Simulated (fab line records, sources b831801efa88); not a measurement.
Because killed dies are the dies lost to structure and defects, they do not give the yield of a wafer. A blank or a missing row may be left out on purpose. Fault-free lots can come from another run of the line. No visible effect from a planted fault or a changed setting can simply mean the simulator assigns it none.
fab line records | flow sky130 | part 2 of 2: steps 28 to 36 of 36
record: lots: 5 wafers: 15 last-day: 49
route steps=708 shown METAL1@454 VIA1@458 METAL2@483
lots that met no fault: from a run of the same line without faults
start-h: hours from the record's first day to the start of the lot's first wafer shown | wait-h: how many hours have passed since the lot's step before this one | " identical to the entry in the row above | L1.1+2: a single row standing in for several wafers | - no value present, or no start provided | * or withheld: withheld | < > ~ a bound
route shown NAME@n: a module of which the file shows steps, and the number in the route of the first | usual: mean/standard deviation of fault-free wafers | same: alike in all rows | chamber/n: place in a boat | sites: per-site readings | _std_site: standard deviation across them | _edge_site: the outer-site mean with the inner-site mean subtracted | radius-mm: how far each site lies from the wafer's centre | mask NAME#n: copy n | behind: tool/chamber where the wafer was last shaped | hold: why the lot went on hold/how many hours it stayed there/how the hold came to an end | device: whichever transistor did not switch (one of n, p or np) | end of line: the route-end tests of the same wafers | a step given without rows: its recipe and nothing more | killed: the dies lost at the first sort to structure and to defects; this is not the yield of the wafer | map: the dies of a wafer, with x for killed, . for not killed, _ for no die there
set.NAME: the run value of the setting; set.NAME@STEP: its run value at that earlier step | model.NAME: the simulator's own value behind a step, which no gauge read
a table for each step, a row for each wafer; lots at some steps of the route
services: the hour from which a tool's chamber was out of use, counted from the record's first day as start-h (under 0 if before that day), plus the number of hours and why
== steps ==
step: SKY_VIA1_THK_MEAS_23
recipe: thk-meas-gauge: xrf reads: W_of_VIA1_CVD_21
usual: VIA1_W_THK: 273/4.5
columns lot.wafer tool chamber start-h wait-h VIA1_W_THK[nm]
L077.1 film-metro-01 - 829.66 0.1 274
L077.4 " - " " 274
L077.6 " - " " 274
L078.2 film-metro-04 - 831.66 0.1 277
L078.4 " - " " 277
L078.6 " - " " 275
L081.1 film-metro-04 - 848.67 0.1 281
L081.2 " - " " 282
L081.5 " - " " 279
L083.1 film-metro-04 - 872.17 0.1 270
L083.2 " - " " 275
L083.5 " - " " 274
L087.3 film-metro-01 - 922.60 0.1 273
L087.5 " - " " 270
L087.6 " - " " 271
step: SKY_VIA1_CMP_24
recipe: stop-on: SiO2 t-overpolish-s: 15 down-force-psi: 3.5 platen-rpm: 60 target-thk-nm: 0 pad-velocity-m-s: 0.94248
usual: motor-current-A: 11.6/1.3 overpolish-run-s: 15.000/0.0097 time-to-endpoint-s: 65/4.2
columns lot.wafer tool chamber start-h wait-h motor-current-A overpolish-run-s time-to-endpoint-s
L077.4 cmp-01 1 829.77 0.1 12.1 14.993 65
L077.1 " 3 " " 12.0 14.998 67
L077.6 " 1 " " 13.1 14.999 67
L078.2 cmp-02 1 831.71 0.0 12.6 15.025 70
L078.4 " 3 " " 9.4 14.984 58
L078.6 " 2 " " 13.9 14.983 62
L081.2 cmp-01 2 848.78 0.1 11.5 14.996 60
L081.1 " 3 " " 11.7 14.994 66
L081.5 " 2 " " 10.8 14.999 62
L083.2 cmp-01 2 872.28 0.1 11.8 15.002 63
L083.1 " 0 " " 10.8 14.991 66
L083.5 " 2 " " 11.4 15.017 63
L087.3 cmp-01 3 922.79 0.2 11.4 15.005 67
L087.6 " 0 " " 12.3 15.001 71
L087.5 " 1 " " 13.0 15.010 64
step: SKY_METAL2_SPUTTER_00
recipe: material: Ti target-thk-nm: 15 power-w: 3000 time-s: 10 chamber-pressure-pa: 0.4
usual: throttle-valve-pct: 30.4/0.84
same: time-s: 10
columns lot.wafer tool chamber start-h wait-h throttle-valve-pct
L077.1 pvd-sputter-04 - 830.02 0.1 30.5
L077.4 " - " " 30.0
L077.6 " - " " 31.0
L078.2 pvd-sputter-02 - 832.01 0.2 31.7
L078.4 " - " " 30.8
L078.6 " - " " 29.8
L081.1 pvd-sputter-04 - 849.03 0.1 30.2
L081.2 " - " " 30.2
L081.5 " - " " 29.8
L083.1 pvd-sputter-02 - 872.53 0.1 31.7
L083.2 " - " " 30.0
L083.5 " - " " 30.8
L087.3 pvd-sputter-03 - 922.94 0.1 28.6
L087.5 " - " " 28.6
L087.6 " - " " 30.1
step: SKY_METAL2_SPUTTER_01
recipe: material: TiN target-thk-nm: 20 power-w: 6500 time-s: 16.7 chamber-pressure-pa: 0.4
usual: throttle-valve-pct: 30.4/0.85
same: time-s: 16.7
columns lot.wafer tool chamber start-h wait-h throttle-valve-pct
L077.1 pvd-sputter-04 - 830.04 0.0 30.4
L077.4 " - " " 29.9
L077.6 " - " " 30.9
L078.2 pvd-sputter-02 - 832.03 0.0 31.5
L078.4 " - " " 30.9
L078.6 " - " " 29.6
L081.1 pvd-sputter-04 - 849.05 0.0 29.9
L081.2 " - " " 30.5
L081.5 " - " " 29.9
L083.1 pvd-sputter-02 - 872.55 0.0 31.6
L083.2 " - " " 30.1
L083.5 " - " " 31.0
L087.3 pvd-sputter-03 - 922.96 0.0 28.7
L087.5 " - " " 28.8
L087.6 " - " " 30.0
step: SKY_METAL2_SPUTTER_02
recipe: material: AlCu target-thk-nm: 250 power-w: 10600 time-s: 13.3 chamber-pressure-pa: 0.4
usual: throttle-valve-pct: 30.4/0.82
same: time-s: 13.3
columns lot.wafer tool chamber start-h wait-h throttle-valve-pct
L077.1 pvd-sputter-04 - 830.07 0.0 30.7
L077.4 " - " " 29.8
L077.6 " - " " 30.9
L078.2 pvd-sputter-02 - 832.06 0.0 31.6
L078.4 " - " " 31.1
L078.6 " - " " 29.7
L081.1 pvd-sputter-04 - 849.08 0.0 29.9
L081.2 " - " " 30.2
L081.5 " - " " 30.2
L083.1 pvd-sputter-02 - 872.58 0.0 31.5
L083.2 " - " " 29.6
L083.5 " - " " 30.9
L087.3 pvd-sputter-03 - 922.98 0.0 28.5
L087.5 " - " " 28.5
L087.6 " - " " 29.6
step: SKY_METAL2_SPUTTER_03
recipe: material: Ti target-thk-nm: 5 power-w: 3000 time-s: 3.3 chamber-pressure-pa: 0.4
usual: throttle-valve-pct: 30.4/0.84
same: time-s: 3.3
columns lot.wafer tool chamber start-h wait-h throttle-valve-pct
L077.1 pvd-sputter-04 - 830.09 0.0 30.5
L077.4 " - " " 30.0
L077.6 " - " " 30.7
L078.2 pvd-sputter-02 - 832.08 0.0 32.0
L078.4 " - " " 31.0
L078.6 " - " " 29.8
L081.1 pvd-sputter-04 - 849.10 0.0 30.2
L081.2 " - " " 30.5
L081.5 " - " " 30.0
L083.1 pvd-sputter-02 - 872.60 0.0 31.7
L083.2 " - " " 29.9
L083.5 " - " " 30.9
L087.3 pvd-sputter-03 - 923.01 0.0 28.7
L087.5 " - " " 28.6
L087.6 " - " " 29.9
step: SKY_METAL2_SPUTTER_04
recipe: material: TiN target-thk-nm: 70 power-w: 6500 time-s: 58.3 chamber-pressure-pa: 0.4
usual: throttle-valve-pct: 30.4/0.83
same: time-s: 58.3
columns lot.wafer tool chamber start-h wait-h throttle-valve-pct
L077.1 pvd-sputter-04 - 830.11 0.0 30.4
L077.4 " - " " 30.0
L077.6 " - " " 30.9
L078.2 pvd-sputter-02 - 832.10 0.0 31.5
L078.4 " - " " 31.0
L078.6 " - " " 29.9
L081.1 pvd-sputter-04 - 849.12 0.0 30.0
L081.2 " - " " 30.2
L081.5 " - " " 30.2
L083.1 pvd-sputter-02 - 872.62 0.0 31.6
L083.2 " - " " 29.7
L083.5 " - " " 30.9
L087.3 pvd-sputter-03 - 923.03 0.0 28.7
L087.5 " - " " 28.5
L087.6 " - " " 29.7
step: SKY_METAL2_RS_MEAS_05
recipe: thk-meas-gauge: four-point-probe reads: TiN_of_METAL2_SPUTTER_04+Ti_of_METAL2_SPUTTER_03+AlCu_of_METAL2_SPUTTER_02+TiN_of_METAL2_SPUTTER_01+Ti_of_METAL2_SPUTTER_00
usual: METAL2_ALCU_RS: 0.1266/0.0014
columns lot.wafer tool chamber start-h wait-h METAL2_ALCU_RS[ohm/sq]
L077.1 film-metro-03 - 830.16 0.0 0.1253
L077.4 " - " " 0.1265
L077.6 " - " " 0.1265
L078.2 film-metro-04 - 832.17 0.0 0.1266
L078.4 " - " " 0.1264
L078.6 " - " " 0.1293
L081.1 film-metro-03 - 849.17 0.0 0.1271
L081.2 " - " " 0.1267
L081.5 " - " " 0.1284
L083.1 film-metro-03 - 872.67 0.0 0.1252
L083.2 " - " " 0.1289
L083.5 " - " " 0.1271
L087.3 film-metro-03 - 923.12 0.1 0.1276
L087.5 " - " " 0.1277
L087.6 " - " " 0.1283
step: SKY_METAL2_THK_MEAS_06
recipe: thk-meas-gauge: xrf reads: AlCu_of_METAL2_SPUTTER_02
usual: METAL2_ALCU_THK: 247/3.1
columns lot.wafer tool chamber start-h wait-h METAL2_ALCU_THK[nm]
L077.1 film-metro-03 - 830.28 0.1 247
L077.4 " - " " 246
L077.6 " - " " 247
L078.2 film-metro-04 - 832.28 0.1 248
L078.4 " - " " 247
L078.6 " - " " 239
L081.1 film-metro-03 - 849.29 0.1 243
L081.2 " - " " 243
L081.5 " - " " 242
L083.1 film-metro-03 - 872.79 0.1 250
L083.2 " - " " 240
L083.5 " - " " 246
L087.3 film-metro-03 - 923.22 0.1 247
L087.5 " - " " 245
L087.6 " - " " 245
== services ==
columns tool chamber start-h hours kind
rie-diel-02 1 797.92 6.8 repair
cvd-w-01 - 804.22 3.8 pm
wet-bench-03 - 810.90 4.2 repair
cmp-01 - 816.18 3.3 repair
cmp-01 - 819.44 6.5 pm
krf-scanner-02 - 832.54 1.3 pm
krf-scanner-02 - 842.46 4.0 pm
rie-diel-02 - 842.74 2.8 pm
hdpcvd-01 - 847.47 0.4 repair
cmp-01 - 851.39 2.0 repair
rie-diel-02 - 855.28 13.5 repair
wet-bench-04 - 863.68 1.5 repair
krf-scanner-02 - 866.41 0.8 pm
plasma-asher-03 - 871.07 14.6 pm
wet-bench-01 - 872.28 5.2 repair
krf-scanner-02 - 875.03 0.2 repair
krf-scanner-02 - 875.22 1.0 pm
rie-diel-02 0 877.87 22.9 repair
rie-diel-02 3 877.87 4.5 repair
cvd-w-01 1 888.22 5.7 repair
pvd-sputter-02 - 908.84 7.0 repair
cmp-01 - 912.03 4.0 pm
rie-diel-03 2 918.33 1.2 repair
rie-diel-03 0 922.71 17.3 repair
